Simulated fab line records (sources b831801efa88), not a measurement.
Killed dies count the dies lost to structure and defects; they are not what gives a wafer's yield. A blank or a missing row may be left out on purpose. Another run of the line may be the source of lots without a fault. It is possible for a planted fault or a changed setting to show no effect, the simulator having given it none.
fab line records	flow sky130
record lots=6	wafers=18	last_day=49
route steps=708 shown POLY_CUT@317 SD_P@320 RES_XHIGH@332 SD_N@342 PAD_OPEN@708
lots untouched by any fault: they come from a run of this same line in which no faults occurred
start_h: hours from the record's first day to the start of the lot's first wafer shown	wait_h: time in hours since the lot's previous step	" same as the row above	L1.1+2: a single row standing in for several wafers	- value missing, or start not given	* or withheld: withheld	< > ~ a bound
route shown NAME@n: NAME is a module with steps in the file, n the number in the route of the first one	usual: the fault-free wafers' mean and standard deviation	same: alike in all rows	chamber/n: place in a boat	sites: the reading at each site	_std_site: standard deviation across them	_edge_site: mean of outer sites minus mean of inner sites	radius_mm: how far each site lies from the wafer's centre	mask NAME#n: copy n	behind: tool/chamber where the wafer was last shaped	hold: why the lot went on hold/how many hours it stayed there/how the hold came to an end	device: the transistor (n, p or np) that didn't switch	end of line: at the end of the route, the tests of the same wafers	where a step has no rows: the recipe by itself	killed: count of dies lost to structure and defects at first sort (not the wafer's yield)	map: dies across one wafer; x = killed, . = not, _ = none there
set.NAME: the setting the step ran with; set.NAME@STEP: the setting that earlier step ran with	model.NAME: the simulator's own value behind a step, which no gauge read
lots at selected steps of the route; one table per step, one row per wafer
services: from which hour (start_h, from the record's first day; less than 0 if before it) a tool's chamber was out of use, for how many hours, and why
## steps
# step SKY_POLY_CUT_ETCH_10
# recipe chemistry=N2/H2	target=BARC	ion_energy_ev=200	source_w=500	bias_w=100	pressure_mtorr=30	n2_flow_sccm=100	h2_flow_sccm=200	stop_on=SiO2	time_s=45.9	target_depth_a=600
# step SKY_POLY_CUT_ETCH_11
# recipe target=Si3N4	chemistry=CF4/CH2F2/Ar	stop_on=poly-Si	source_w=600	bias_w=150	pressure_mtorr=40	cf4_flow_sccm=40	ch2f2_flow_sccm=20	Ar_flow_sccm=150	time_s=42.5	target_depth_a=600
# usual drypump_motor_current_A=5.6/0.4	oes_product_au=0.834/0.0062	throttle_valve_pct=14.996/0.0094
lot.wafer	tool	chamber	start_h	wait_h	drypump_motor_current_A	oes_product_au	rf_hours_counter_h	throttle_valve_pct
L543.3	rie_diel-01	3	572.54	0.0	5.0	0.840	2	14.998
L543.5	"	2	"	"	5.9	0.836	-	14.995
L543.6	"	3	"	"	5.0	0.838	-	14.998
L547.3	rie_diel-03	3	610.17	0.0	5.0	0.832	0	15.000
L547.4	"	1	"	"	5.6	0.827	9	15.006
L547.5	"	3	"	"	5.0	0.838	-	14.978
L548.1	rie_diel-01	0	617.49	0.0	5.3	0.817	2	14.996
L548.2	"	2	"	"	5.8	0.832	19	14.991
L548.3	"	3	"	"	5.0	0.834	4	15.002
L549.2	rie_diel-04	2	634.62	0.0	5.6	0.835	1	14.990
L549.3	"	0	"	"	6.0	0.834	-	14.993
L549.6	"	0	"	"	6.0	0.833	-	14.993
L558.1	rie_diel-03	2	696.58	0.0	6.0	0.832	36	14.986
L558.3	"	0	"	"	5.3	0.825	6	15.016
L558.5	"	2	"	"	6.1	0.834	-	15.011
L560.1	rie_diel-03	2	720.18	0.0	6.0	0.831	37	14.999
L560.3	"	1	"	"	5.6	0.826	11	15.003
L560.5	"	1	"	"	5.6	0.829	-	14.989
# step SKY_POLY_CUT_STRIP_12
# recipe chemistry=O2/N2	power_w=1400	pressure_mtorr=1500	platen_temp_c=withheld	o2_flow_sccm=3000	n2_flow_sccm=300	overash_fraction=0.5
# usual drypump_motor_current_A=5.6/0.51	oes_product_au=0.452/0.0042	strip_time_to_endpoint_s=5.362/0.022
lot.wafer	tool	chamber	start_h	wait_h	drypump_motor_current_A	oes_product_au	rf_hours_counter_h	strip_time_to_endpoint_s
L543.3	plasma_asher-03	1	572.61	0.1	4.9	0.462	-	5.376
L543.5	"	0	"	"	6.3	0.454	-	5.366
L543.6	"	1	"	"	4.9	0.451	-	5.376
L547.3	plasma_asher-04	1	610.25	0.1	5.9	0.452	-	5.417
L547.4	"	0	"	"	5.5	0.455	-	5.387
L547.5	"	1	"	"	5.8	0.454	-	5.384
L548.1	plasma_asher-01	1	617.54	0.0	5.8	0.447	78	5.311
L548.2	"	0	"	"	5.2	0.453	78	5.319
L548.3	"	1	"	"	5.8	0.450	-	5.287
L549.2	plasma_asher-04	0	634.68	0.0	5.6	0.441	49	5.366
L549.3	"	1	"	"	5.8	0.450	-	5.368
L549.6	"	0	"	"	5.6	0.451	-	5.352
L558.1	plasma_asher-04	0	696.62	0.0	5.6	0.455	55	5.350
L558.3	"	0	"	"	5.5	0.458	-	5.344
L558.5	"	0	"	"	5.6	0.449	-	5.357
L560.1	plasma_asher-04	1	720.22	0.0	5.8	0.451	57	5.370
L560.3	"	1	"	"	5.8	0.449	-	5.368
L560.5	"	1	"	"	5.8	0.450	-	5.367
# step SKY_SD_P_DEHYDRATE_00
# recipe temp_c=200	time_s=60
# step SKY_SD_P_HMDS_01
# recipe prime_time_s=60	prime_temp_c=120
# step SKY_SD_P_COAT_02
# recipe resist=NOVOLAK	spin_rpm=3000	resist_thk_nm=1140
# step SKY_SD_P_SOFTBAKE_03
# recipe temp_c=90	time_s=60	resist=NOVOLAK
# step SKY_SD_P_EXPOSE_04
# recipe mask_id=PSDM	na=0.6	source_shape=conventional	sigma_outer=0.6	polarization=unpolarized	target_cd_nm=380	dose_mj=138
# step SKY_SD_P_PEB_05
# recipe temp_c=withheld	time_s=*	resist=NOVOLAK
# step SKY_SD_P_DEVELOP_06
# recipe resist=NOVOLAK	developer=TMAH	develop_time_s=60	dev_temp_c=23
# step SKY_SD_P_CD_MEAS_07
# recipe target_cd_nm=380
# usual cd_nm=380.2/2.2
lot.wafer	tool	chamber	start_h	wait_h	cd_nm
L543.3	cd_sem-02	-	601.85	0.1	380.1
L543.5	"	-	"	"	381.3
L543.6	"	-	"	"	378.4
L547.3	cd_sem-01	-	638.60	0.1	381.4
L547.4	"	-	"	"	382.3
L547.5	"	-	"	"	380.7
L548.1	cd_sem-01	-	645.43	0.1	382.4
L548.2	"	-	"	"	381.2
L548.3	"	-	"	"	381.7
L549.2	cd_sem-02	-	662.91	0.1	381.3
L549.3	"	-	"	"	381.4
L549.6	"	-	"	"	382.7
L558.1	cd_sem-01	-	723.18	0.1	379.1
L558.3	"	-	"	"	376.1
L558.5	"	-	"	"	379.1
L560.1	cd_sem-01	-	747.43	0.1	378.9
L560.3	"	-	"	"	378.3
L560.5	"	-	"	"	377.9
# step SKY_SD_P_OVL_MEAS_08
# usual SD_P_OVL=0.4/1.4
lot.wafer	tool	chamber	start_h	wait_h	SD_P_OVL[nm]
L543.3	overlay-01	-	601.95	0.1	-1.2
L543.5	"	-	"	"	-1.6
L543.6	"	-	"	"	0.8
L547.3	overlay-01	-	638.70	0.1	-0.3
L547.4	"	-	"	"	-0.2
L547.5	"	-	"	"	-0.8
L548.1	overlay-02	-	645.55	0.1	1.3
L548.2	"	-	"	"	-0.5
L548.3	"	-	"	"	1.2
L549.2	overlay-01	-	663.01	0.1	3.0
L549.3	"	-	"	"	3.3
L549.6	"	-	"	"	2.5
L558.1	overlay-01	-	723.30	0.1	-3.3
L558.3	"	-	"	"	-2.7
L558.5	"	-	"	"	-0.9
L560.1	overlay-01	-	747.55	0.1	0.7
L560.3	"	-	"	"	-0.2
L560.5	"	-	"	"	-0.7
# step SKY_SD_P_IMPLANT_09
# recipe species=BF2	energy_kev=20	dose_cm2=3e+15	tilt_deg=0
# usual tilt_deg=0.006/0.02
lot.wafer	tool	chamber	start_h	wait_h	tilt_deg
L543.3	implanter-04	0	602.02	0.1	-0.004
L543.5	"	0	"	"	0.024
L543.6	"	0	"	"	0.008
L547.3	implanter-02	0	638.77	0.1	-0.014
L547.4	"	0	"	"	-0.036
L547.5	"	0	"	"	-0.019
L548.1	implanter-02	0	645.58	0.0	-0.009
L548.2	"	0	"	"	-0.033
L548.3	"	0	"	"	-0.025
L549.2	implanter-02	0	663.07	0.0	0.046
L549.3	"	0	"	"	0.027
L549.6	"	0	"	"	0.030
L558.1	implanter-02	0	723.33	0.0	0.033
L558.3	"	0	"	"	0.013
L558.5	"	0	"	"	0.012
L560.1	implanter-04	0	747.58	0.0	0.011
L560.3	"	0	"	"	0.008
L560.5	"	0	"	"	0.058
# step SKY_SD_P_STRIP_10
# recipe chemistry=O2/N2	power_w=1400	pressure_mtorr=1500	platen_temp_c=withheld	o2_flow_sccm=3000	n2_flow_sccm=300	overash_fraction=0.5
# step SKY_SD_P_TW_MEAS_11
# usual SD_P_TW=2819/12
lot.wafer	tool	chamber	start_h	wait_h	SD_P_TW
L543.3	film_metro-01	-	602.24	0.1	2792
L543.5	"	-	"	"	2806
L543.6	"	-	"	"	2788
L547.3	film_metro-01	-	638.99	0.1	2825
L547.4	"	-	"	"	2811
L547.5	"	-	"	"	2803
L548.1	film_metro-03	-	645.83	0.1	2786
L548.2	"	-	"	"	2773
L548.3	"	-	"	"	2789
L549.2	film_metro-04	-	663.30	0.1	2776
L549.3	"	-	"	"	2779
L549.6	"	-	"	"	2804
L558.1	film_metro-03	-	723.58	0.1	2819
L558.3	"	-	"	"	2812
L558.5	"	-	"	"	2823
L560.1	film_metro-01	-	747.83	0.1	2817
L560.3	"	-	"	"	2811
L560.5	"	-	"	"	2815
# step SKY_RES_XHIGH_DEHYDRATE_00
# recipe temp_c=200	time_s=60
# step SKY_RES_XHIGH_HMDS_01
# recipe prime_time_s=60	prime_temp_c=120
# step SKY_RES_XHIGH_COAT_02
# recipe resist=NOVOLAK	spin_rpm=3000	resist_thk_nm=1140
# step SKY_RES_XHIGH_SOFTBAKE_03
# recipe temp_c=90	time_s=60	resist=NOVOLAK
# step SKY_RES_XHIGH_EXPOSE_04
# recipe mask_id=URPM	na=0.6	source_shape=conventional	sigma_outer=0.6	polarization=unpolarized	target_cd_nm=1270	dose_mj=140
# step SKY_RES_XHIGH_PEB_05
# recipe temp_c=withheld	time_s=*	resist=NOVOLAK
# step SKY_RES_XHIGH_DEVELOP_06
# recipe resist=NOVOLAK	developer=TMAH	develop_time_s=60	dev_temp_c=23
# step SKY_RES_XHIGH_IMPLANT_07
# recipe species=BF2	energy_kev=20	dose_cm2=3.6e+14	tilt_deg=0
# step SKY_RES_XHIGH_STRIP_08
# recipe chemistry=O2/N2	power_w=1400	pressure_mtorr=1500	platen_temp_c=withheld	o2_flow_sccm=3000	n2_flow_sccm=300	overash_fraction=0.5
# usual drypump_motor_current_A=5.6/0.48	oes_product_au=0.711/0.0043	strip_time_to_endpoint_s=14.29/0.044
lot.wafer	tool	chamber	start_h	wait_h	drypump_motor_current_A	oes_product_au	rf_hours_counter_h	strip_time_to_endpoint_s
L543.3	plasma_asher-02	0	631.20	0.1	6.4	0.708	-	14.34
L543.5	"	0	"	"	6.4	0.712	-	14.30
L543.6	"	1	"	"	4.9	0.705	-	14.34
L547.3	plasma_asher-01	0	667.51	0.1	5.2	0.711	-	14.30
L547.4	"	1	"	"	5.8	0.718	-	14.33
L547.5	"	1	"	"	5.8	0.715	-	14.34
L548.1	plasma_asher-04	0	674.38	0.1	5.6	0.708	53	14.32
L548.2	"	1	"	"	5.8	0.709	53	14.32
L548.3	"	1	"	"	5.8	0.712	-	14.34
L549.2	plasma_asher-04	1	690.85	0.1	5.8	0.714	54	14.35
L549.3	"	1	"	"	5.8	0.709	-	14.35
L549.6	"	1	"	"	5.8	0.714	-	14.34
L558.1	plasma_asher-01	0	750.18	0.1	5.2	0.712	91	14.32
L558.3	"	1	"	"	5.8	0.717	-	14.34
L558.5	"	1	"	"	5.9	0.707	-	14.32
L560.1	plasma_asher-04	1	774.68	0.1	5.8	0.715	63	14.24
L560.3	"	0	"	"	5.6	0.716	-	14.22
L560.5	"	0	"	"	5.6	0.710	-	14.25
# step SKY_RES_XHIGH_TW_MEAS_09
# usual RES_XHIGH_TW=1636/7.8
lot.wafer	tool	chamber	start_h	wait_h	RES_XHIGH_TW
L543.3	film_metro-01	-	631.28	0.1	1643
L543.5	"	-	"	"	1636
L543.6	"	-	"	"	1640
L547.3	film_metro-04	-	667.60	0.1	1634
L547.4	"	-	"	"	1627
L547.5	"	-	"	"	1631
L548.1	film_metro-03	-	674.48	0.1	1634
L548.2	"	-	"	"	1640
L548.3	"	-	"	"	1641
L549.2	film_metro-04	-	690.96	0.1	1652
L549.3	"	-	"	"	1640
L549.6	"	-	"	"	1645
L558.1	film_metro-01	-	750.28	0.1	1640
L558.3	"	-	"	"	1622
L558.5	"	-	"	"	1626
L560.1	film_metro-01	-	774.78	0.1	1629
L560.3	"	-	"	"	1639
L560.5	"	-	"	"	1645
# step SKY_SD_N_DEHYDRATE_00
# recipe temp_c=200	time_s=60
# step SKY_SD_N_HMDS_01
# recipe prime_time_s=60	prime_temp_c=120
# step SKY_SD_N_COAT_02
# recipe resist=NOVOLAK	spin_rpm=3000	resist_thk_nm=1140
# step SKY_SD_N_SOFTBAKE_03
# recipe temp_c=90	time_s=60	resist=NOVOLAK
# step SKY_SD_N_EXPOSE_04
# recipe mask_id=NSDM	na=0.6	source_shape=conventional	sigma_outer=0.6	polarization=unpolarized	target_cd_nm=380	dose_mj=141
# step SKY_SD_N_PEB_05
# recipe temp_c=withheld	time_s=*	resist=NOVOLAK
# step SKY_SD_N_DEVELOP_06
# recipe resist=NOVOLAK	developer=TMAH	develop_time_s=60	dev_temp_c=23
# step SKY_SD_N_CD_MEAS_07
# recipe target_cd_nm=380
# usual cd_nm=380.2/1.9
lot.wafer	tool	chamber	start_h	wait_h	cd_nm
L543.3	cd_sem-02	-	659.28	0.1	378.9
L543.5	"	-	"	"	376.9
L543.6	"	-	"	"	378.4
L547.3	cd_sem-01	-	695.79	0.1	379.8
L547.4	"	-	"	"	380.3
L547.5	"	-	"	"	380.6
L548.1	cd_sem-02	-	702.29	0.1	380.3
L548.2	"	-	"	"	382.0
L548.3	"	-	"	"	381.2
L549.2	cd_sem-02	-	718.26	0.1	376.4
L549.3	"	-	"	"	376.8
L549.6	"	-	"	"	378.9
L558.1	cd_sem-02	-	776.69	0.1	380.8
L558.3	"	-	"	"	383.0
L558.5	"	-	"	"	379.9
L560.1	cd_sem-01	-	800.80	0.1	377.9
L560.3	"	-	"	"	380.1
L560.5	"	-	"	"	381.1
# step SKY_SD_N_OVL_MEAS_08
# usual SD_N_OVL=0.9/1.3
lot.wafer	tool	chamber	start_h	wait_h	SD_N_OVL[nm]
L543.3	overlay-01	-	659.37	0.1	0.0
L543.5	"	-	"	"	-0.6
L543.6	"	-	"	"	1.6
L547.3	overlay-01	-	695.88	0.1	1.5
L547.4	"	-	"	"	1.5
L547.5	"	-	"	"	-0.6
L548.1	overlay-01	-	702.41	0.1	1.5
L548.2	"	-	"	"	0.6
L548.3	"	-	"	"	0.6
L549.2	overlay-02	-	718.36	0.1	2.9
L549.3	"	-	"	"	1.9
L549.6	"	-	"	"	3.0
L558.1	overlay-01	-	776.81	0.1	0.8
L558.3	"	-	"	"	1.6
L558.5	"	-	"	"	1.8
L560.1	overlay-01	-	800.92	0.1	1.3
L560.3	"	-	"	"	-0.4
L560.5	"	-	"	"	0.7
# step SKY_SD_N_IMPLANT_09
# recipe species=As	energy_kev=50	dose_cm2=4e+15	tilt_deg=0
# step SKY_SD_N_IMPLANT_10
# recipe species=P	energy_kev=20	dose_cm2=1e+14	tilt_deg=0
# step SKY_SD_N_STRIP_11
# recipe chemistry=O2/N2	power_w=1400	pressure_mtorr=1500	platen_temp_c=withheld	o2_flow_sccm=3000	n2_flow_sccm=300	overash_fraction=0.5
# usual drypump_motor_current_A=5.6/0.63	oes_product_au=0.528/0.0044	strip_time_to_endpoint_s=22.55/0.049
lot.wafer	tool	chamber	start_h	wait_h	drypump_motor_current_A	oes_product_au	rf_hours_counter_h	strip_time_to_endpoint_s
L543.3	plasma_asher-03	0	659.73	0.1	6.3	0.534	-	22.56
L543.5	"	1	"	"	4.9	0.531	-	22.56
L543.6	"	0	"	"	6.3	0.528	-	22.56
L547.3	plasma_asher-02	1	696.24	0.1	4.9	0.523	-	22.57
L547.4	"	0	"	"	6.4	0.522	-	22.61
L547.5	"	0	"	"	6.4	0.530	-	22.57
L548.1	plasma_asher-02	0	702.74	0.1	6.4	0.527	102	22.57
L548.2	"	1	"	"	4.8	0.531	102	22.54
L548.3	"	0	"	"	6.4	0.531	-	22.56
L549.2	plasma_asher-01	0	718.69	0.1	5.2	0.532	88	22.55
L549.3	"	0	"	"	5.2	0.528	-	22.50
L549.6	"	1	"	"	5.9	0.528	-	22.55
L558.1	plasma_asher-02	0	777.14	0.1	6.4	0.518	3	22.61
L558.3	"	1	"	"	4.9	0.530	-	22.54
L558.5	"	1	"	"	4.8	0.533	-	22.57
L560.1	plasma_asher-02	1	801.26	0.1	4.9	0.529	6	22.51
L560.3	"	0	"	"	6.4	0.521	-	22.47
L560.5	"	0	"	"	6.4	0.528	-	22.47
# step SKY_SD_N_TW_MEAS_12
# usual SD_N_TW=3975/18
lot.wafer	tool	chamber	start_h	wait_h	SD_N_TW
L543.3	film_metro-03	-	659.81	0.1	3971
L543.5	"	-	"	"	3956
L543.6	"	-	"	"	3976
L547.3	film_metro-03	-	696.33	0.1	3967
L547.4	"	-	"	"	3970
L547.5	"	-	"	"	3943
L548.1	film_metro-03	-	702.84	0.1	3957
L548.2	"	-	"	"	3956
L548.3	"	-	"	"	3986
L549.2	film_metro-04	-	718.80	0.1	3936
L549.3	"	-	"	"	3954
L549.6	"	-	"	"	3950
L558.1	film_metro-04	-	777.24	0.1	3955
L558.3	"	-	"	"	3964
L558.5	"	-	"	"	3963
L560.1	film_metro-04	-	801.36	0.1	3979
L560.3	"	-	"	"	3975
L560.5	"	-	"	"	3980
# step SKY_SD_N_CLEAN_13
# recipe chemistry=SC1/SC2	mix=1:4:20	temp_c=70	time_s=150	dry=n2_spin
# step SKY_SD_N_RTA_14
# recipe temp_c=1075	time_s=2	idle_temp_c=650	ramp_up_c_per_s=150	ramp_down_c_per_s=90	ambient=N2
# usual lamp_power_pct=15.73/0.052	wafer_temp_C_max=1077.9/1.3
lot.wafer	tool	chamber	start_h	wait_h	lamp_power_pct	wafer_temp_C_max
L543.3	rtp_anneal-01	0	660.00	0.0	15.77	1077.8
L543.5	"	0	"	"	15.73	1077.5
L543.6	"	0	"	"	15.79	1077.4
L547.3	rtp_anneal-01	0	696.44	0.0	15.73	1076.9
L547.4	"	0	"	"	15.69	1077.3
L547.5	"	0	"	"	15.75	1076.2
L548.1	rtp_anneal-02	0	702.95	0.0	15.65	1077.3
L548.2	"	0	"	"	15.70	1078.2
L548.3	"	0	"	"	15.71	1076.2
L549.2	rtp_anneal-02	0	718.92	0.0	15.64	1080.5
L549.3	"	0	"	"	15.69	1079.7
L549.6	"	0	"	"	15.65	1080.1
L558.1	rtp_anneal-02	0	777.35	0.0	15.72	1076.7
L558.3	"	0	"	"	15.75	1077.7
L558.5	"	0	"	"	15.67	1076.9
L560.1	rtp_anneal-02	0	801.47	0.0	15.76	1077.7
L560.3	"	0	"	"	15.76	1076.8
L560.5	"	0	"	"	15.81	1077.5
# step SKY_SD_N_RS_MEAS_16
# recipe thk_meas_gauge=four-point-probe
# usual SD_N_RS=68.59/0.11
lot.wafer	tool	chamber	start_h	wait_h	SD_N_RS[ohm/sq]
L543.3	film_metro-01	-	660.23	0.1	68.83
L543.5	"	-	"	"	68.66
L543.6	"	-	"	"	68.58
L547.3	film_metro-04	-	696.63	0.1	68.44
L547.4	"	-	"	"	68.62
L547.5	"	-	"	"	68.57
L548.1	film_metro-03	-	703.13	0.1	68.44
L548.2	"	-	"	"	68.71
L548.3	"	-	"	"	68.52
L549.2	film_metro-03	-	719.10	0.1	68.29
L549.3	"	-	"	"	68.54
L549.6	"	-	"	"	68.49
L558.1	film_metro-01	-	777.53	0.1	68.61
L558.3	"	-	"	"	68.46
L558.5	"	-	"	"	68.64
L560.1	film_metro-01	-	801.64	0.1	68.54
L560.3	"	-	"	"	68.50
L560.5	"	-	"	"	68.35
# step SKY_PAD_OPEN_PROBE_99
# usual killed_at_M0_to_M3=43/6.8	killed_at_M4_up=3.2/1.8	killed_at_contacts=24/5.2	killed_at_front_end=15/4.2	killed_at_other=0.4/0.62	killed_dies=85/8.7	killed_open=46/6.7	killed_short=39/5.9
# same gross_dies=492	killed_at_back_side=0
lot.wafer	tool	chamber	start_h	wait_h	killed_at_M0_to_M3	killed_at_M4_up	killed_at_contacts	killed_at_front_end	killed_at_other	killed_dies	killed_open	killed_short	model.etest.res_high_po.rs_ohm_sq_range	model.etest.res_pdiff.rs_ohm_sq_range	model.etest.pfet_01v8.drive_ua_um_range
L543.3	prober-01	-	1082.37	0.2	41	1	31	15	0	88	50	38	8.097	6.615	8.019
L543.5	prober-01	-	1082.47	0.2	46	3	17	21	0	87	48	39	18.05	9.844	7.405
L543.6	prober-01	-	1082.52	0.2	33	2	20	10	0	65	34	30	10.65	6.773	7.215
L547.3	prober-01	-	1112.77	0.2	43	4	30	19	0	96	45	51	8.662	5.098	8.85
L547.4	prober-01	-	1112.82	0.2	47	4	27	15	0	93	56	37	6.215	3.35	6.992
L547.5	prober-01	-	1112.87	0.2	39	4	35	8	0	86	48	38	6.792	5.137	7.49
L548.1	prober-02	-	1115.97	0.1	34	7	22	15	0	78	42	36	79.48	21.78	11.37
L548.2	prober-02	-	1116.02	0.1	47	4	21	16	1	89	49	40	74.51	23.93	8.95
L548.3	prober-02	-	1116.07	0.2	45	2	24	15	0	86	47	39	77.06	23.64	7.094
L549.2	prober-02	-	1125.40	0.1	55	2	27	6	0	90	50	40	73.99	21.71	10.07
L549.3	prober-02	-	1125.45	0.2	38	5	29	7	1	80	38	42	78.43	23.56	11.31
L549.6	prober-02	-	1125.60	0.2	38	4	15	15	0	72	41	31	76.3	23.71	7.994
L558.1	prober-01	-	1166.31	0.1	34	3	19	14	0	70	32	38	11.12	9.016	4.562
L558.3	prober-01	-	1166.41	0.2	47	2	35	15	0	99	55	44	11.12	7.57	8.704
L558.5	prober-01	-	1166.51	0.2	46	1	22	14	1	84	53	30	10.09	7.923	6.534
L560.1	prober-01	-	1181.44	0.1	45	4	20	17	0	86	36	50	16.1	10.02	7.677
L560.3	prober-01	-	1181.54	0.2	33	2	26	20	0	81	41	40	12.5	10.79	8.622
L560.5	prober-01	-	1181.64	0.2	34	1	24	13	1	73	42	31	13.11	7.608	12.77
# killed by level:class
L543.3 CONTACT:geometric_particle:open=16 VIA1:geometric_particle:open=7 METAL1:geometric_particle:short=6 METAL2:geometric_particle:short=6 VIA3:geometric_particle:open=6 POLY_GATE:geometric_particle:short=5 POLY_GATE:geometric_particle:open=5 VIA2:geometric_particle:open=5
L543.5 VIA3:geometric_particle:open=11 VIA2:geometric_particle:open=9 CONTACT:geometric_particle:open=9 FIELD_ISO:geometric_particle:short=7 VIA1:geometric_particle:short=7 VIA1:geometric_particle:open=6 POLY_GATE:geometric_particle:short=5 METAL1:geometric_particle:short=4
L543.6 VIA1:geometric_particle:open=8 METAL1:geometric_particle:short=6 FIELD_ISO:geometric_particle:open=5 CONTACT:geometric_particle:open=5 VIA3:geometric_particle:open=5 LI_CONTACT:geometric_particle:open=4 LOCAL_INTERCONNECT:geometric_particle:short=4 METAL2:geometric_particle:short=4
L547.3 CONTACT:geometric_particle:open=10 METAL1:geometric_particle:short=9 VIA1:geometric_particle:open=8 VIA2:geometric_particle:open=8 POLY_GATE:geometric_particle:short=6 METAL2:geometric_particle:short=6 LI_CONTACT:geometric_particle:short=6 LI_CONTACT:geometric_particle:open=6
L547.4 VIA1:geometric_particle:open=13 LI_CONTACT:geometric_particle:open=8 VIA3:geometric_particle:open=8 CONTACT:geometric_particle:open=7 VIA2:geometric_particle:open=6 VIA1:geometric_particle:short=6 FIELD_ISO:geometric_particle:open=5 LI_CONTACT:geometric_particle:short=4
L547.5 CONTACT:geometric_particle:open=14 LI_CONTACT:geometric_particle:open=11 VIA1:geometric_particle:open=8 VIA2:geometric_particle:short=7 VIA1:geometric_particle:short=6 VIA3:geometric_particle:open=5 POLY_GATE:geometric_particle:short=4 CONTACT:geometric_particle:short=4
L548.1 LI_CONTACT:geometric_particle:open=7 VIA1:geometric_particle:open=7 CONTACT:geometric_particle:open=6 FIELD_ISO:geometric_particle:open=5 METAL1:geometric_particle:short=5 METAL2:geometric_particle:short=5 METAL2:geometric_particle:open=5 METAL4:geometric_particle:short=5
L548.2 VIA1:geometric_particle:open=12 LI_CONTACT:geometric_particle:open=10 VIA1:geometric_particle:short=8 METAL2:geometric_particle:short=6 VIA3:geometric_particle:short=6 POLY_GATE:geometric_particle:short=5 CONTACT:geometric_particle:open=5 POLY_GATE:geometric_particle:open=4
L548.3 CONTACT:geometric_particle:open=11 METAL1:geometric_particle:short=11 LI_CONTACT:geometric_particle:open=9 VIA3:geometric_particle:open=7 FIELD_ISO:geometric_particle:short=6 VIA1:geometric_particle:open=6 VIA3:geometric_particle:short=5 VIA2:geometric_particle:short=4
L549.2 VIA1:geometric_particle:open=11 VIA2:geometric_particle:open=9 METAL1:geometric_particle:short=8 LOCAL_INTERCONNECT:geometric_particle:short=7 METAL2:geometric_particle:short=6 LI_CONTACT:geometric_particle:open=6 CONTACT:geometric_particle:open=6 VIA2:geometric_particle:short=5
L549.3 LI_CONTACT:geometric_particle:open=8 CONTACT:geometric_particle:open=8 CONTACT:geometric_particle:short=7 METAL1:geometric_particle:short=7 VIA1:geometric_particle:open=7 VIA3:geometric_particle:open=7 VIA1:geometric_particle:short=5 LOCAL_INTERCONNECT:geometric_particle:short=4
L549.6 VIA2:geometric_particle:open=12 VIA1:geometric_particle:open=7 FIELD_ISO:geometric_particle:short=5 CONTACT:geometric_particle:short=5 METAL1:geometric_particle:short=5 VIA3:geometric_particle:open=4 POLY_GATE:geometric_particle:open=4 CONTACT:geometric_particle:open=4
L558.1 LI_CONTACT:geometric_particle:open=7 VIA2:geometric_particle:open=6 SPACER:geometric_particle:short=5 CONTACT:geometric_particle:short=5 METAL1:geometric_particle:short=5 VIA1:geometric_particle:short=5 POLY_GATE:geometric_particle:short=4 CONTACT:geometric_particle:open=4
L558.3 CONTACT:geometric_particle:open=13 VIA1:geometric_particle:open=12 CONTACT:geometric_particle:short=9 VIA3:geometric_particle:open=8 METAL2:geometric_particle:short=7 LI_CONTACT:geometric_particle:open=6 METAL1:geometric_particle:short=6 VIA2:geometric_particle:open=6
L558.5 VIA1:geometric_particle:open=13 CONTACT:geometric_particle:open=9 VIA2:geometric_particle:open=8 VIA3:geometric_particle:open=7 FIELD_ISO:geometric_particle:short=6 CONTACT:geometric_particle:short=5 LI_CONTACT:geometric_particle:open=4 FIELD_ISO:geometric_particle:open=3
L560.1 METAL1:geometric_particle:short=10 VIA1:geometric_particle:open=9 METAL2:geometric_particle:short=7 LOCAL_INTERCONNECT:geometric_particle:short=6 CONTACT:geometric_particle:open=6 VIA3:geometric_particle:short=6 SPACER:geometric_particle:open=5 VIA1:geometric_particle:short=5
L560.3 VIA1:geometric_particle:open=8 FIELD_ISO:geometric_particle:short=7 METAL1:geometric_particle:short=7 LI_CONTACT:geometric_particle:open=7 CONTACT:geometric_particle:open=7 FIELD_ISO:geometric_particle:open=6 CONTACT:geometric_particle:short=6 LOCAL_INTERCONNECT:geometric_particle:short=4
L560.5 CONTACT:geometric_particle:open=13 VIA3:geometric_particle:open=8 VIA2:geometric_particle:open=5 CONTACT:geometric_particle:short=4 VIA1:geometric_particle:open=4 METAL1:geometric_particle:short=4 METAL2:geometric_particle:short=4 FIELD_ISO:geometric_particle:short=3
## services
tool	chamber	start_h	hours	kind
plasma_asher-04	-	555.10	6.4	repair
plasma_asher-04	-	555.39	1.1	repair
implanter-04	-	556.06	1.2	repair
rie_diel-03	3	577.44	7.4	repair
implanter-04	-	579.88	5.6	repair
rie_diel-03	2	599.85	1.9	repair
rie_diel-01	2	629.42	3.9	repair
plasma_asher-04	-	643.86	1.8	repair
implanter-04	-	646.51	3.5	pm
rie_diel-03	-	661.51	2.8	pm
rie_diel-03	-	670.20	2.0	repair
rie_diel-03	-	670.23	0.6	repair
plasma_asher-01	-	682.50	3.4	repair
rie_diel-03	0	689.35	6.7	repair
rie_diel-03	3	694.04	31.4	repair
plasma_asher-04	-	703.84	1.4	repair
plasma_asher-02	-	733.75	9.0	pm
rie_diel-03	1	736.12	4.1	repair
rie_diel-03	3	737.14	10.1	repair
rie_diel-03	3	749.98	9.4	repair
plasma_asher-01	-	770.33	11.5	repair
implanter-02	-	787.49	5.5	pm
rie_diel-03	0	796.26	2.4	repair
rie_diel-03	2	796.66	3.0	repair
## key
first_sign none at tools or gauges
model_effect step=SKY_PAD_OPEN_PROBE_99	value=etest.res_high_po.rs_ohm_sq_range	without=10.6	struck=76.63
met_at SKY_SD_P_IMPLANT_09
struck_wafers L548.1,L548.2,L548.3,L549.2,L549.3,L549.6
tester_left_out L548,L549
onset_between 638.77 645.58
fault kind=process_parameter_drift	tool=implanter-02	chamber=-	onset_h=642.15	steps=SKY_SD_P_IMPLANT_09	channel=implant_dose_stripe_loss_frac	offset=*	shape=step	end_h=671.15
# tester_left_out: of these lots the tester's yield and bins aren't shown, on N5 and GAA mostly nor the transistor test; their killed dies are dies lost to structure and defects alone, not to doping, threshold or leakage, so they don't give the yield
